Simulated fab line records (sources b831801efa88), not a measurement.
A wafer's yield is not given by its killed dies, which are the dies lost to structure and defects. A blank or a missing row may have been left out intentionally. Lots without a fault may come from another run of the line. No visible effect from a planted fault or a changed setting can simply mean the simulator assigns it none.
fab line records ; flow sky130
[record] lots = 6; wafers = 18; lastDay = 50
route steps=708 shown POLY_GATE@234 LDD_N@237 LDD_P@255 PAD_OPEN@708
lots that met no fault: taken from a fault-free run of the same line
startH: hours from the record's first day to the start of the lot's first wafer shown ; waitH: how many hours have passed since the lot's step before this one ; " same as the row above ; L1.1+2: one row covering several wafers at once ; - no value, or no start was given ; * or withheld: withheld ; < > ~ a bound
route shown NAME@n: NAME is a module with steps in the file, n the number in the route of the first one ; usual: the fault-free wafers' mean and standard deviation ; same: alike in all rows ; chamber/n: place in a boat ; sites: readings site by site ; _std_site: the standard deviation of these ; _edge_site: outer sites' mean less inner sites' ; radiusMm: for every site, how far away it sits from the centre of the wafer ; mask NAME#n: copy n ; behind: the most recent tool/chamber to have shaped the wafer ; hold: why the lot was held/for how many hours/how that ended ; device: transistor that didn't switch, given as n, p or np ; end of line: the tests these same wafers got at the end of their route ; a step given without rows: its recipe and nothing more ; killed: at the first sort, the dies lost to defects and structure; wafer yield is something else ; map: a wafer's dies, x killed, . not, _ none there
set.NAME: the run value of the setting; set.NAME@STEP: its run value at that earlier step ; model.NAME: the simulator's own value behind a step, which no gauge read
lots seen at some steps along the route; tables by step, rows by wafer
services: when a tool's chamber went out of use (startH, in hours from the record's first day, below 0 if earlier), for how many hours, and the reason
[[steps]]
[step SKY_POLY_GATE_OXIDATION_20]
[recipe] tempC = 850; ambient = O2; stabiliseS = 600; purgeS = 300; targetThkA = 40; oxTimeS = 899
[step SKY_POLY_GATE_THK_MEAS_21]
[recipe] reads = SiO2_of_POLY_GATE_OXIDATION_20
[usual] POLY_GATE_OXIDATION_THK = 4.00/0.075
lot.wafer;tool;chamber;startH;waitH;POLY_GATE_OXIDATION_THK[nm]
L718.2;filmMetro-04;-;372.22;0.0;3.96
L718.3;filmMetro-04;-;372.22;0.0;4.00
L718.4;filmMetro-04;-;372.22;0.0;3.95
L731.1;filmMetro-04;-;485.10;0.0;4.01
L731.3;filmMetro-04;-;485.10;0.0;4.08
L731.4;filmMetro-04;-;485.10;0.0;4.02
L732.1;filmMetro-02;-;493.43;0.0;4.01
L732.2;filmMetro-02;-;493.43;0.0;3.98
L732.3;filmMetro-02;-;493.43;0.0;4.03
L735.1;filmMetro-04;-;529.15;0.0;3.95
L735.4;filmMetro-04;-;529.15;0.0;3.94
L735.6;filmMetro-04;-;529.15;0.0;3.98
L737.1;filmMetro-04;-;541.12;0.0;3.98
L737.3;filmMetro-04;-;541.12;0.0;4.05
L737.5;filmMetro-04;-;541.12;0.0;3.97
L741.3;filmMetro-04;-;564.69;0.0;4.03
L741.4;filmMetro-04;-;564.69;0.0;3.97
L741.5;filmMetro-04;-;564.69;0.0;3.99
[step SKY_POLY_GATE_CD_MEAS_22]
[usual] cdNm = 149.9/2.1
lot.wafer;tool;chamber;startH;waitH;cdNm
L718.2;cdSem-01;-;372.30;0.1;149.3
L718.3;cdSem-01;-;372.30;0.1;148.2
L718.4;cdSem-01;-;372.30;0.1;148.1
L731.1;cdSem-02;-;485.16;0.1;150.9
L731.3;cdSem-02;-;485.16;0.1;149.2
L731.4;cdSem-02;-;485.16;0.1;147.3
L732.1;cdSem-01;-;493.49;0.1;148.3
L732.2;cdSem-01;-;493.49;0.1;147.1
L732.3;cdSem-01;-;493.49;0.1;149.2
L735.1;cdSem-02;-;529.21;0.1;149.7
L735.4;cdSem-02;-;529.21;0.1;152.3
L735.6;cdSem-02;-;529.21;0.1;151.3
L737.1;cdSem-01;-;541.21;0.1;152.1
L737.3;cdSem-01;-;541.21;0.1;150.9
L737.5;cdSem-01;-;541.21;0.1;151.8
L741.3;cdSem-02;-;564.79;0.1;151.4
L741.4;cdSem-02;-;564.79;0.1;155.2
L741.5;cdSem-02;-;564.79;0.1;152.4
[step SKY_LDD_N_DEHYDRATE_00]
[recipe] tempC = 200; timeS = 60
[step SKY_LDD_N_HMDS_01]
[recipe] primeTimeS = 60; primeTempC = 120
[step SKY_LDD_N_COAT_02]
[recipe] resist = NOVOLAK; spinRpm = 3000; resistThkNm = 300
[step SKY_LDD_N_SOFTBAKE_03]
[recipe] tempC = 90; timeS = 60; resist = NOVOLAK
[step SKY_LDD_N_EXPOSE_04]
[recipe] maskId = NTM; targetCdNm = 840; na = 0.6; sourceShape = conventional; sigmaOuter = 0.6; doseMj = 110
[step SKY_LDD_N_PEB_05]
[recipe] tempC = withheld; timeS = *; resist = NOVOLAK
[step SKY_LDD_N_DEVELOP_06]
[recipe] developTimeS = 60; devTempC = 23
[step SKY_LDD_N_OVL_MEAS_07]
[usual] LDD_N_OVL = -0.7/1.5
lot.wafer;tool;chamber;startH;waitH;LDD_N_OVL[nm]
L718.2;overlay-01;-;401.03;0.1;-0.7
L718.3;overlay-01;-;401.03;0.1;-1.5
L718.4;overlay-01;-;401.03;0.1;-1.3
L731.1;overlay-02;-;515.34;0.1;-0.7
L731.3;overlay-02;-;515.34;0.1;-3.4
L731.4;overlay-02;-;515.34;0.1;-1.9
L732.1;overlay-02;-;523.69;0.1;-1.8
L732.2;overlay-02;-;523.69;0.1;-0.6
L732.3;overlay-02;-;523.69;0.1;-3.3
L735.1;overlay-02;-;558.99;0.1;-0.2
L735.4;overlay-02;-;558.99;0.1;-1.2
L735.6;overlay-02;-;558.99;0.1;-0.3
L737.1;overlay-02;-;571.04;0.1;-3.2
L737.3;overlay-02;-;571.04;0.1;-2.3
L737.5;overlay-02;-;571.04;0.1;-1.7
L741.3;overlay-01;-;594.89;0.1;-1.2
L741.4;overlay-01;-;594.89;0.1;-0.1
L741.5;overlay-01;-;594.89;0.1;-1.0
[step SKY_LDD_N_IMPLANT_08]
[recipe] species = As; energyKev = 20; doseCm2 = 7.5e+13; tiltDeg = withheld; rotationDeg = 23
[step SKY_LDD_N_IMPLANT_09]
[recipe] species = As; energyKev = 20; doseCm2 = 7.5e+13; tiltDeg = withheld; rotationDeg = 113
[usual] beamEnergyKeV = 20.000/0.0064; faradayCurrentUA = 421/9.2
lot.wafer;tool;chamber;startH;waitH;beamEnergyKeV;faradayCurrentUA;model.implant.rpNm;model.implant.drpNm
L718.2;implanter-03;0;401.24;0.1;19.996;417;15.88;7.212
L718.3;implanter-03;0;401.24;0.1;19.994;405;15.88;7.212
L718.4;implanter-03;0;401.24;0.1;19.994;414;15.88;7.212
L731.1;implanter-02;0;515.52;0.1;20.006;429;15.87;7.212
L731.3;implanter-02;0;515.52;0.1;20.000;437;15.87;7.212
L731.4;implanter-02;0;515.52;0.1;20.008;425;15.87;7.212
L732.1;implanter-01;0;523.87;0.1;20.007;421;15.93;7.212
L732.2;implanter-01;0;523.87;0.1;20.010;421;15.93;7.212
L732.3;implanter-01;0;523.87;0.1;20.005;415;15.93;7.212
L735.1;implanter-01;0;559.17;0.1;17.222;418;13.85;6.509
L735.4;implanter-01;0;559.17;0.1;17.217;438;13.85;6.509
L735.6;implanter-01;0;559.17;0.1;17.222;430;13.85;6.509
L737.1;implanter-01;0;571.22;0.1;17.217;427;14.01;6.509
L737.3;implanter-01;0;571.22;0.1;17.202;416;14.01;6.509
L737.5;implanter-01;0;571.22;0.1;17.211;419;14.01;6.509
L741.3;implanter-03;0;595.11;0.1;19.997;420;15.88;7.212
L741.4;implanter-03;0;595.11;0.1;20.002;412;15.88;7.212
L741.5;implanter-03;0;595.11;0.1;19.997;415;15.88;7.212
[step SKY_LDD_N_IMPLANT_10]
[recipe] species = As; energyKev = 20; doseCm2 = 7.5e+13; tiltDeg = withheld; rotationDeg = 203
[step SKY_LDD_N_IMPLANT_11]
[recipe] species = As; energyKev = 20; doseCm2 = 7.5e+13; tiltDeg = withheld; rotationDeg = 293
[step SKY_LDD_N_IMPLANT_12]
[recipe] species = BF2; energyKev = 50; doseCm2 = 5e+12; tiltDeg = 30; rotationDeg = 0
[step SKY_LDD_N_IMPLANT_13]
[recipe] species = BF2; energyKev = 50; doseCm2 = 5e+12; tiltDeg = 30; rotationDeg = 90
[step SKY_LDD_N_IMPLANT_14]
[recipe] species = BF2; energyKev = 50; doseCm2 = 5e+12; tiltDeg = 30; rotationDeg = 180
[step SKY_LDD_N_IMPLANT_15]
[recipe] species = BF2; energyKev = 50; doseCm2 = 5e+12; tiltDeg = 30; rotationDeg = 270
[step SKY_LDD_N_STRIP_16]
[recipe] chemistry = O2/N2; powerW = 1400; pressureMtorr = 1500; platenTempC = withheld; o2FlowSccm = 3000; n2FlowSccm = 300; overashFraction = 0.5
[usual] drypumpMotorCurrentA = 5.4/0.39; oesProductAu = 0.406/0.0045; stripTimeToEndpointS = 4.313/0.016
lot.wafer;tool;chamber;startH;waitH;drypumpMotorCurrentA;oesProductAu;rfHoursCounterH;stripTimeToEndpointS
L718.2;plasmaAsher-01;0;402.26;0.1;5.9;0.410;71;4.309
L718.3;plasmaAsher-01;1;402.26;0.1;5.7;0.398;-;4.329
L718.4;plasmaAsher-01;0;402.26;0.1;5.9;0.403;-;4.292
L731.1;plasmaAsher-04;1;516.57;0.1;5.3;0.405;9;4.305
L731.3;plasmaAsher-04;1;516.57;0.1;5.3;0.408;-;4.323
L731.4;plasmaAsher-04;0;516.57;0.1;5.4;0.404;-;4.321
L732.1;plasmaAsher-04;0;524.92;0.1;5.4;0.405;9;4.306
L732.2;plasmaAsher-04;1;524.92;0.1;5.3;0.410;9;4.322
L732.3;plasmaAsher-04;0;524.92;0.1;5.4;0.404;-;4.334
L735.1;plasmaAsher-02;1;560.22;0.1;4.8;0.409;70;4.306
L735.4;plasmaAsher-02;1;560.22;0.1;4.8;0.410;-;4.306
L735.6;plasmaAsher-02;1;560.22;0.1;4.8;0.410;-;4.287
L737.1;plasmaAsher-01;0;572.27;0.1;5.9;0.412;88;4.289
L737.3;plasmaAsher-01;1;572.27;0.1;5.7;0.412;-;4.299
L737.5;plasmaAsher-01;1;572.27;0.1;5.7;0.405;-;4.315
L741.3;plasmaAsher-04;1;596.15;0.1;5.3;0.405;-;4.313
L741.4;plasmaAsher-04;0;596.15;0.1;5.4;0.398;-;4.305
L741.5;plasmaAsher-04;1;596.15;0.1;5.3;0.406;-;4.289
[step SKY_LDD_N_TW_MEAS_17]
[usual] LDD_N_TW = 2584/19
lot.wafer;tool;chamber;startH;waitH;hold;LDD_N_TW
L718.2;filmMetro-01;-;402.37;0.1;-;2559
L718.3;filmMetro-01;-;402.37;0.1;-;2567
L718.4;filmMetro-01;-;402.37;0.1;-;2576
L731.1;filmMetro-02;-;516.67;0.1;-;2581
L731.3;filmMetro-02;-;516.67;0.1;-;2596
L731.4;filmMetro-02;-;516.67;0.1;-;2596
L732.1;filmMetro-02;-;525.02;0.1;-;2595
L732.2;filmMetro-02;-;525.02;0.1;-;2581
L732.3;filmMetro-02;-;525.02;0.1;-;2593
L735.1;filmMetro-01;-;560.32;0.1;awaitDispo/0.2h/release;2518
L735.4;filmMetro-01;-;560.32;0.1;awaitDispo/0.2h/release;2530
L735.6;filmMetro-01;-;560.32;0.1;awaitDispo/0.2h/release;2507
L735.1;filmMetro-01;-;560.55;0.2;-;2526
L735.4;filmMetro-01;-;560.55;0.2;-;2534
L735.6;filmMetro-01;-;560.55;0.2;-;2523
L737.1;filmMetro-02;-;572.37;0.1;-;2581
L737.3;filmMetro-02;-;572.37;0.1;-;2594
L737.5;filmMetro-02;-;572.37;0.1;-;2578
L741.3;filmMetro-04;-;596.23;0.1;-;2576
L741.4;filmMetro-04;-;596.23;0.1;-;2580
L741.5;filmMetro-04;-;596.23;0.1;-;2577
[step SKY_LDD_P_DEHYDRATE_00]
[recipe] tempC = 200; timeS = 60
[step SKY_PAD_OPEN_PROBE_99]
[usual] killed_at_M0_to_M3 = 43/7.5; killed_at_M4_up = 3.3/1.9; killedAtContacts = 24/4.6; killedAtFrontEnd = 16/4.9; killedAtOther = 0.2/0.46; killedDies = 87/9.1; killedOpen = 47/7.4; killedShort = 39/6.6
[same] grossDies = 492; killedAtBackSide = 0
lot.wafer;tool;chamber;startH;waitH;killed_at_M0_to_M3;killed_at_M4_up;killedAtContacts;killedAtFrontEnd;killedAtOther;killedDies;killedOpen;killedShort;model.etest.tipN.rsOhmSq
L718.2;prober-01;-;1074.15;0.1;47;3;23;15;0;88;43;45;443.8
L718.3;prober-01;-;1074.20;0.2;42;4;35;13;0;94;56;38;444.9
L718.4;prober-01;-;1074.25;0.2;51;4;24;17;0;96;51;45;446.6
L731.1;prober-01;-;1151.87;0.1;53;0;28;15;0;96;60;33;440.9
L731.3;prober-01;-;1151.97;0.2;42;2;25;13;1;83;49;33;437.5
L731.4;prober-01;-;1152.02;0.2;41;1;26;18;1;87;43;43;439.2
L732.1;prober-02;-;1153.37;0.1;43;4;30;18;0;95;43;52;439.5
L732.2;prober-02;-;1153.42;0.1;45;4;22;28;0;99;65;33;442.2
L732.3;prober-02;-;1153.47;0.2;44;3;19;21;0;87;47;40;439.2
L737.1;prober-01;-;1181.30;0.1;49;3;28;10;0;90;56;34;446.7
L737.3;prober-01;-;1181.40;0.2;37;4;24;14;0;79;46;33;449.2
L737.5;prober-01;-;1181.50;0.2;48;5;18;16;0;87;48;38;450.7
L741.3;prober-01;-;1190.40;0.2;29;2;25;15;0;71;32;39;446.9
L741.4;prober-01;-;1190.45;0.2;36;1;33;15;0;85;47;38;444.3
L741.5;prober-01;-;1190.50;0.2;37;7;28;13;0;85;40;44;446.4
// killed by level:class
L718.2 VIA1:geometricParticle:open=12 METAL1:geometricParticle:short=9 VIA1:geometricParticle:short=7 LI_CONTACT:geometricParticle:open=6 POLY_GATE:geometricParticle:open=5 LOCAL_INTERCONNECT:geometricParticle:short=5 CONTACT:geometricParticle:short=5 FIELD_ISO:geometricParticle:short=4
L718.3 CONTACT:geometricParticle:open=11 VIA1:geometricParticle:open=10 LI_CONTACT:geometricParticle:open=8 VIA2:geometricParticle:open=8 LI_CONTACT:geometricParticle:short=5 CONTACT:geometricParticle:short=5 VIA1:geometricParticle:short=5 VIA3:geometricParticle:open=5
L718.4 LI_CONTACT:geometricParticle:open=10 VIA2:geometricParticle:open=8 VIA1:geometricParticle:short=8 VIA1:geometricParticle:open=8 CONTACT:geometricParticle:open=7 VIA3:geometricParticle:short=6 VIA3:geometricParticle:open=5 FIELD_ISO:geometricParticle:short=4
L731.1 VIA1:geometricParticle:open=15 CONTACT:geometricParticle:open=12 LI_CONTACT:geometricParticle:open=10 VIA2:geometricParticle:open=8 VIA1:geometricParticle:short=5 METAL3:geometricParticle:short=5 VIA3:geometricParticle:short=5 FIELD_ISO:geometricParticle:short=4
L731.3 VIA1:geometricParticle:open=19 CONTACT:geometricParticle:open=11 FIELD_ISO:geometricParticle:short=4 LI_CONTACT:geometricParticle:short=4 LI_CONTACT:geometricParticle:open=4 VIA1:geometricParticle:short=4 POLY_GATE:geometricParticle:open=3 POLY_GATE:geometricParticle:short=3
L731.4 VIA1:geometricParticle:open=19 CONTACT:geometricParticle:short=8 FIELD_ISO:geometricParticle:short=7 LI_CONTACT:geometricParticle:open=6 FIELD_ISO:geometricParticle:open=5 CONTACT:geometricParticle:open=5 METAL1:geometricParticle:short=5 POLY_GATE:geometricParticle:short=4
L732.1 CONTACT:geometricParticle:open=9 VIA1:geometricParticle:open=8 METAL1:geometricParticle:short=7 VIA3:geometricParticle:short=7 LI_CONTACT:geometricParticle:open=6 METAL2:geometricParticle:short=6 FIELD_ISO:geometricParticle:open=5 LOCAL_INTERCONNECT:geometricParticle:short=5
L732.2 VIA1:geometricParticle:open=11 FIELD_ISO:geometricParticle:open=9 LI_CONTACT:geometricParticle:open=8 CONTACT:geometricParticle:open=8 POLY_GATE:geometricParticle:open=7 VIA2:geometricParticle:open=7 VIA3:geometricParticle:open=6 METAL1:geometricParticle:short=5
L732.3 METAL2:geometricParticle:short=10 CONTACT:geometricParticle:open=9 VIA1:geometricParticle:open=9 FIELD_ISO:geometricParticle:open=8 VIA2:geometricParticle:open=7 FIELD_ISO:geometricParticle:short=5 POLY_GATE:geometricParticle:short=5 VIA3:geometricParticle:open=5
L737.1 VIA1:geometricParticle:open=17 LI_CONTACT:geometricParticle:open=10 VIA2:geometricParticle:open=9 CONTACT:geometricParticle:open=7 METAL3:geometricParticle:short=6 LOCAL_INTERCONNECT:geometricParticle:short=5 VIA1:geometricParticle:short=5 VIA3:geometricParticle:open=5
L737.3 VIA2:geometricParticle:open=9 CONTACT:geometricParticle:open=8 VIA1:geometricParticle:open=7 LI_CONTACT:geometricParticle:open=6 CONTACT:geometricParticle:short=6 VIA3:geometricParticle:open=5 POLY_GATE:geometricParticle:open=4 LI_CONTACT:geometricParticle:short=4
L737.5 VIA1:geometricParticle:open=14 CONTACT:geometricParticle:open=8 FIELD_ISO:geometricParticle:open=6 VIA2:geometricParticle:short=6 VIA2:geometricParticle:open=6 LI_CONTACT:geometricParticle:open=5 FIELD_ISO:geometricParticle:short=4 METAL1:geometricParticle:short=4
L741.3 CONTACT:geometricParticle:open=11 FIELD_ISO:geometricParticle:short=7 VIA1:geometricParticle:open=6 LI_CONTACT:geometricParticle:open=5 CONTACT:geometricParticle:short=5 VIA1:geometricParticle:short=4 LOCAL_INTERCONNECT:geometricParticle:short=4 METAL1:geometricParticle:short=4
L741.4 CONTACT:geometricParticle:open=11 VIA1:geometricParticle:open=11 FIELD_ISO:geometricParticle:open=7 LI_CONTACT:geometricParticle:open=7 LOCAL_INTERCONNECT:geometricParticle:short=5 CONTACT:geometricParticle:short=5 VIA2:geometricParticle:short=5 VIA1:geometricParticle:short=4
L741.5 CONTACT:geometricParticle:open=9 METAL1:geometricParticle:short=7 VIA1:geometricParticle:open=6 METAL4:geometricParticle:short=6 LI_CONTACT:geometricParticle:open=5 LOCAL_INTERCONNECT:geometricParticle:short=5 CONTACT:geometricParticle:short=5 VIA3:geometricParticle:open=5
[[services]]
tool;chamber;startH;hours;kind
plasmaAsher-04;-;390.04;14.6;pm
implanter-02;-;395.22;4.1;repair
plasmaAsher-01;-;405.85;4.3;pm
plasmaAsher-04;-;421.25;9.0;pm
plasmaAsher-04;0;421.25;9.0;ventCycle
plasmaAsher-04;1;421.25;9.0;ventCycle
plasmaAsher-04;0;430.25;-;clean
plasmaAsher-04;1;430.25;-;clean
plasmaAsher-01;-;440.15;0.6;repair
implanter-02;-;444.49;7.5;pm
implanter-03;-;460.52;3.2;repair
plasmaAsher-04;-;470.01;3.1;repair
implanter-01;-;489.79;8.7;repair
implanter-02;-;527.26;1.3;repair
plasmaAsher-02;-;551.04;1.3;repair
implanter-03;-;558.35;1.1;repair
implanter-02;-;576.69;3.3;repair
implanter-03;-;587.97;1.3;repair
plasmaAsher-01;-;590.03;6.1;repair
[[key]]
[firstSign] step = SKY_LDD_N_IMPLANT_09; reading = beamEnergyKeV; direction = down; sigmas = 99+; usual = *; struck = *
[effect] step = SKY_LDD_N_TW_MEAS_17; reading = visit; direction = added
[modelEffect] step = SKY_LDD_N_IMPLANT_09; value = implant.rpNm; without = 15.52; struck = 13.93
[modelEffect] step = SKY_PAD_OPEN_PROBE_99; value = etest.tipN.rsOhmSq; without = 441; struck = 448.9
metAt SKY_LDD_N_IMPLANT_09
struckWafers L735.1,L735.4,L735.6,L737.1,L737.3,L737.5
rowsEnd L735.1,L735.4,L735.6
testerLeftOut L737
onsetBetween 523.87 559.17
[fault] kind = processParameterDrift; tool = implanter-01; chamber = -; onsetH = 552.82; steps = SKY_LDD_N_IMPLANT_09; channel = energyKev; offset = *; shape = step; endH = 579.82; actsIn = *; stated = *
// testerLeftOut: of these lots the tester's yield and bins aren't shown, on N5 and GAA mostly nor the transistor test; their killed dies are dies lost to structure and defects alone, not to doping, threshold or leakage, so they don't give the yield
// rowsEnd: these wafers met a further fault down the route, and their rows from its step on are left out
